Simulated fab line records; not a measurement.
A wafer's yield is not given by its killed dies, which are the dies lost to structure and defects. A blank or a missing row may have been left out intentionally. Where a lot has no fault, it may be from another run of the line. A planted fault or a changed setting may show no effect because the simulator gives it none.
Which tool was responsible?    flow gf180mcu    Sampling: 12 lots, 36 wafers, 5 of 602 route steps

== WHAT THE GAUGES READ, wafer by wafer ==
GF_CONTACT_CD_MEAS_14 targets a cd of 220 nm.
lot   measured      on         cd_nm (nm)
L450  day 16 21:50  cd_sem-02  221.8 220.4 221.1
L452  day 17 16:44  cd_sem-02  219.6 219.8 220.8
L454  day 18 10:11  cd_sem-02  220.1 221.1 220.9
L455  day 19 03:58  cd_sem-02  221.1 221.4 220.6
L456  day 19 10:16  cd_sem-01  220.4 220.1 219.5
L457  day 19 18:58  cd_sem-02  219.5 219.1 220.6
L458  day 19 22:08  cd_sem-01  223.3 221.2 221.9
L460  day 20 14:08  cd_sem-01  218.6 219.1 219.0
L462  day 21 09:44  cd_sem-02  223.6 223.0 222.9
L463  day 21 18:52  cd_sem-02  204.1 215.6 211.6 204.1 215.9 211.5
L464  day 22 00:17  cd_sem-01  220.1 219.6 220.5
L471  day 24 09:38  cd_sem-01  221.3 221.4 220.0

GF_CONTACT_RS_MEAS_25: uses a four-point probe to measure.
lot   measured      on             CONTACT_W_RS (ohm/sq)
L450  day 16 22:40  film_metro-03  0.391 0.390 0.389
L452  day 17 17:33  film_metro-03  0.386 0.383 0.384
L454  day 18 11:00  film_metro-03  0.371 0.377 0.390
L455  day 19 04:46  film_metro-01  0.374 0.383 0.387
L456  day 19 11:05  film_metro-01  0.374 0.371 0.367
L457  day 19 19:47  film_metro-01  0.384 0.366 0.386
L458  day 19 22:57  film_metro-01  0.387 0.381 0.372
L460  day 20 14:57  film_metro-03  0.371 0.389 0.369
L462  day 21 10:33  film_metro-01  0.386 0.389 0.386
L463  day 22 02:59  film_metro-03  0.375 0.374 0.372
L464  day 22 01:06  film_metro-03  0.381 0.387 0.386
L471  day 24 10:27  film_metro-03  0.388 0.383 0.383

GF_M1_THK_MEAS_06: measures by xrf.
lot   measured      on             M1_ALCU_THK (nm)
L450  day 16 23:29  film_metro-04  463 456 455
L452  day 17 18:22  film_metro-03  453 456 452
L454  day 18 11:50  film_metro-03  448 448 447
L455  day 19 05:35  film_metro-04  463 469 464
L456  day 19 12:14  film_metro-04  457 453 458
L457  day 19 20:35  film_metro-04  458 459 457
L458  day 19 23:46  film_metro-02  454 452 452
L460  day 20 15:46  film_metro-02  457 456 458
L462  day 21 11:22  film_metro-04  459 457 459
L463  day 22 03:48  film_metro-03  448 447 446
L464  day 22 01:56  film_metro-04  458 461 458
L471  day 24 11:16  film_metro-04  457 459 462

== TOOL THAT RAN EACH LOT (tool first, then ch and the chambers of the sampled wafers, then the start) ==
lot   GF_POLY_GATE_STRIP_14                 GF_CONTACT_EXPOSE_11
L450  plasma_asher-01 ch 0, day 9 20:03     krf_scanner-01 ch 0, day 16 10:37
L452  plasma_asher-01 ch 0, day 10 07:31    krf_scanner-01 ch 0, day 17 05:19
L454  plasma_asher-01 ch 0,1, day 11 02:33  krf_scanner-02 ch 0, day 17 22:44
L455  plasma_asher-03 ch 0, day 11 14:06    krf_scanner-01 ch 0, day 18 15:37
L456  plasma_asher-02 ch 0,1, day 11 18:21  krf_scanner-02 ch 0, day 18 22:19
L457  plasma_asher-01 ch 0,1, day 12 02:00  krf_scanner-02 ch 0, day 19 07:08
L458  plasma_asher-01 ch 0,1, day 12 05:36  krf_scanner-02 ch 0, day 19 10:32
L460  plasma_asher-01 ch 0,1, day 12 17:27  krf_scanner-01 ch 0, day 20 01:55
L462  plasma_asher-02 ch 0,1, day 13 09:46  krf_scanner-02 ch 0, day 20 22:22
L463  plasma_asher-02 ch 0,1, day 13 17:58  krf_scanner-01 ch 0, day 21 06:55
L464  plasma_asher-03 ch 0,1, day 13 22:44  krf_scanner-02 ch 0, day 21 12:39
L471  plasma_asher-01 ch 0,1, day 16 06:12  krf_scanner-02 ch 0, day 23 22:42
- GF_POLY_GATE_STRIP_14: strips in O2/N2.
- GF_CONTACT_EXPOSE_11: exposes mask Contact, target cd 220 nm.

== WHAT THE TOOLS THEMSELVES READ (means of the sampled wafers that have a number; where no wafer has one, the mark that the record gives instead) ==
GF_POLY_GATE_STRIP_14.
lot   tool             drypump_motor_current_A (A)  heater_power_w (W)  o2_flow_sccm (sccm)  oes_product_au (a.u.)
L450  plasma_asher-01  6.00                         337                 3006                 0.502
L452  plasma_asher-01  5.97                         333                 2996                 0.505
L454  plasma_asher-01  5.85                         337                 2993                 0.504
L455  plasma_asher-03  5.83                         343                 2992                 0.504
L456  plasma_asher-02  5.91                         340                 2990                 0.507
L457  plasma_asher-01  5.86                         334                 2999                 0.506
L458  plasma_asher-01  5.73                         340                 3008                 0.504
L460  plasma_asher-01  5.87                         333                 3008                 0.502
L462  plasma_asher-02  5.92                         339                 3005                 0.506
L463  plasma_asher-02  5.90                         335                 2994                 0.504
L464  plasma_asher-03  5.66                         331                 2998                 0.500
L471  plasma_asher-01  5.73                         340                 2999                 0.508

GF_CONTACT_EXPOSE_11.
lot   tool            exposure_dose_mJ_cm2
L450  krf_scanner-01  38.02
L452  krf_scanner-01  37.97
L454  krf_scanner-02  37.98
L455  krf_scanner-01  38.07
L456  krf_scanner-02  37.97
L457  krf_scanner-02  38.00
L458  krf_scanner-02  37.99
L460  krf_scanner-01  37.97
L462  krf_scanner-02  37.95
L463  krf_scanner-01  38.40
L464  krf_scanner-02  37.97
L471  krf_scanner-02  37.96

== THE ANSWER, worked out from the rows above alone ==
Rule: the usual values come from the lots themselves. Put in order of their means at a reading, lots are off if they are a third of the lots or fewer, leave a main group of 4 or more, and stand apart from it by a gap of 3 or more times the standard deviation of the main group's means; of several such gaps the widest counts. A main group whose means are all the same, to the digits that the tables above print for the reading, isn't used. Also off: a lot with no number at a reading for which 4 or more lots have one. All remaining lots with rows at the step are treated as sound. The gauges are gone through in route order, then the tools' own readings, and for those a lot's mean is taken as printed above. At the first step where some lot is off, the reading lying furthest off is the one used; lots without a number count as furthest.
Off at GF_CONTACT_CD_MEAS_14 (cd_nm): L463. Main group: mean 220.7 nm, sd 1.1.
A tool fits if, at a process step before that reading, it ran every lot that is off, and no sound lot after the first of them. The gauges at GF_CONTACT_CD_MEAS_14 aren't tried: what is off there is off at GF_CONTACT_EXPOSE_11 too, on other tools, and a gauge's error can't cause that. This does not decide it: 2 tools fit, namely plasma_asher-02 at GF_POLY_GATE_STRIP_14 and krf_scanner-01 at GF_CONTACT_EXPOSE_11.

== WHAT THE SIMULATOR HAD INSERTED ==
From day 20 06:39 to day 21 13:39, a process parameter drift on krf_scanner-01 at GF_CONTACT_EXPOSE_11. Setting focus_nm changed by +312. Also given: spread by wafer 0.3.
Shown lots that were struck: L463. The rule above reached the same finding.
